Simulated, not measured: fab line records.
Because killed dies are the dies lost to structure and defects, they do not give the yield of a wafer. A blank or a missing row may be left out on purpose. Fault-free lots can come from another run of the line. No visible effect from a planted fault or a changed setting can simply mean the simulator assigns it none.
Struck lot and sound lot, side by side / flow sky130 / 30 out of 708 route steps
Sound: the wafers L196.1, L196.2, L196.5. Wafers struck: L189.1, L189.3, L189.5. At the end, the cause is stated.
Order at every step that has rows: each side's tool, ch and its chambers, its first start. Under that, the readings that differ: sound wafers / struck wafers / difference of the means / sigmas: that difference in standard deviations of wafers without a fault.
alike: readings with means less than 2 such deviations apart, plus words and numbers identical on both sides. not compared: withheld readings, readings lacking a value on some wafer, bounds such as >300 that could conceal the same value, and numbers that have no deviation in the record and whose values overlap.
Wherever a step has rows on one side only, a row that says differs or no value, or a row with sigmas, the two part there. When numbers do not overlap yet have no deviation, they are printed without sigmas and do not part them. Lack of a reading on every wafer of one side parts them only where that side has two or more wafers.

SKY_PWDE_STRIP_09: strips in O2/N2.
  sound on plasma-asher-02 ch 0,1, day 7 18:44; struck on plasma-asher-03 ch 0,1, day 6 00:29
  alike: drypump-motor-current-A, oes-product-au, strip-time-to-endpoint-s
  not compared: rf-hours-counter-h
SKY_PWDE_TW_MEAS_10:
  sound: film-metro-04 at day 7 18:50; struck: film-metro-01 at day 6 00:35
  alike: PWDE_TW
then, 7 steps without rows for these wafers: SKY_NWELL_DEHYDRATE_03 (time 60 s); SKY_NWELL_HMDS_04 (prime time 60 s); SKY_NWELL_COAT_05 (resist thk 3000 nm); SKY_NWELL_SOFTBAKE_06; SKY_NWELL_EXPOSE_07 (exposes mask NWM, target cd 840 nm); SKY_NWELL_PEB_08; SKY_NWELL_DEVELOP_09 (develop time 60 s).
SKY_NWELL_OVL_MEAS_10:
  sound: overlay-01 at day 8 14:32; struck: overlay-01 at day 6 19:38
  alike: NWELL_00_OVL
then, 2 steps without rows for these wafers: SKY_NWELL_IMPLANT_11; SKY_NWELL_IMPLANT_12.
SKY_NWELL_IMPLANT_13:
  sound on implanter-02 ch 0, day 8 14:53; struck on implanter-01 ch 0, day 6 19:59
reading=dose-ions-cm2; sound=6.988e+11 6.989e+11 6.997e+11; struck=3.549e+11 3.55e+11 3.562e+11; difference=-3.438e+11; sigmas=-99 or more
reading=faraday-current-uA; sound=3.94 4.07 3.88; struck=2.04 1.95 1.99; difference=-1.97; sigmas=-24
SKY_NWELL_STRIP_14: strips in O2/N2.
  sound on plasma-asher-01 ch 0,1, day 8 15:02; struck on plasma-asher-04 ch 1, day 6 20:08
  alike: drypump-motor-current-A, oes-product-au, strip-time-to-endpoint-s
  not compared: rf-hours-counter-h
SKY_NWELL_TW_MEAS_15:
  sound: film-metro-01 at day 8 15:08; struck: film-metro-04 at day 6 20:14
  alike: NWELL_TW
then, 7 steps without rows for these wafers: SKY_NWELL_DEHYDRATE_16 (time 60 s); SKY_NWELL_HMDS_17 (prime time 60 s); SKY_NWELL_COAT_18 (resist thk 3000 nm); SKY_NWELL_SOFTBAKE_19; SKY_NWELL_EXPOSE_20 (exposes mask NWM COMPLEMENT, target cd 840 nm); SKY_NWELL_PEB_21; SKY_NWELL_DEVELOP_22 (develop time 60 s).
SKY_NWELL_OVL_MEAS_23:
  sound: overlay-01 at day 9 14:17; struck: overlay-02 at day 7 15:45
  alike: NWELL_01_OVL
then, 1 step without rows for these wafers: SKY_NWELL_IMPLANT_24.
SKY_NWELL_STRIP_25: strips in O2/N2.
  sound on plasma-asher-03 ch 0,1, day 9 14:28; struck on plasma-asher-04 ch 0,1, day 7 15:56
  alike: drypump-motor-current-A, oes-product-au, strip-time-to-endpoint-s
  not compared: rf-hours-counter-h
SKY_NWELL_TW_MEAS_26:
  sound: film-metro-01 at day 9 14:34; struck: film-metro-03 at day 7 16:02
  alike: NWELL_2_TW
then, 1 step without rows for these wafers: SKY_NWELL_CLEAN_27 (cleans in SC1/SC2, time 150 s).
SKY_NWELL_RTA_28: time 30 s.
  sound on rtp-anneal-02 ch 0, day 9 14:41; struck on rtp-anneal-02 ch 0, day 7 16:09
  alike: lamp-power-pct, wafer_temp_C_max
SKY_NWELL_RS_MEAS_29: a four-point-probe measurement.
  sound: film-metro-04 at day 9 14:47; struck: film-metro-03 at day 7 16:15
reading=NWELL_RS (ohm/sq); sound=624.2 625.4 625.6; struck=637.3 635.9 637.1; difference=+11.7; sigmas=+8
-- the record jumps here: 41 days lie between the struck wafers' starts before and after (it left off in module NWELL and takes up again in module PAD_OPEN, whose first step shown is number 708 of the route) --
SKY_PAD_OPEN_PROBE_99:
  sound: prober-02 at day 49 23:22; struck: prober-01 at day 48 05:33
reading=model.etest.nfet_16v.r-on-ohm-um; sound=1.393e+04 1.395e+04 1.386e+04; struck=1.433e+04 1.456e+04 1.45e+04; difference=+5.500e+02; sigmas=
reading=model.etest.pfet-g5v0d10v5.r-on-ohm-um; sound=4876 4816 4878; struck=4479 4528 4494; difference=-356; sigmas=
reading=model.etest.tip_p_5v.rs-ohm-sq; sound=2907 2881 2897; struck=2758 2772 2762; difference=-131; sigmas=
reading=model.etest.pfet-g5v0d10v5.drive-ua-um; sound=332.7 335.3 332.4; struck=367.5 357 361.7; difference=+28.6; sigmas=
reading=model.etest.pfet_01v8_lvt.drive-ua-um; sound=167.4 169.8 165.5; struck=191.1 189.9 189.2; difference=+22.5; sigmas=
reading=model.etest.pfet_16v.drive-ua-um; sound=242.1 244.5 241.7; struck=255.1 257.1 255.5; difference=+13.1; sigmas=
reading=model.etest.pfet-g5v0d10v5.off-log10-a-um; sound=-13.16 -12.77 -12.92; struck=-10.78 -10.59 -10.43; difference=+2.35; sigmas=
  alike: killed_at_M0_to_M3, killed_at_M4_up, killed-at-contacts, killed-at-front-end, killed-at-other, killed-dies, killed-open, killed-short
  not compared: model.etest.tip-p.rs-ohm-sq

## WHERE THEY PART
Earliest at SKY_NWELL_IMPLANT_13; latest, in this record, at SKY_NWELL_RS_MEAS_29. Later steps at which nothing parts them and some readings are alike: SKY_PAD_OPEN_PROBE_99.

WHY: whatever the simulator had introduced
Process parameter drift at SKY_NWELL_IMPLANT_13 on implanter-01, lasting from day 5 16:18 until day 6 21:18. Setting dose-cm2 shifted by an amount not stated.
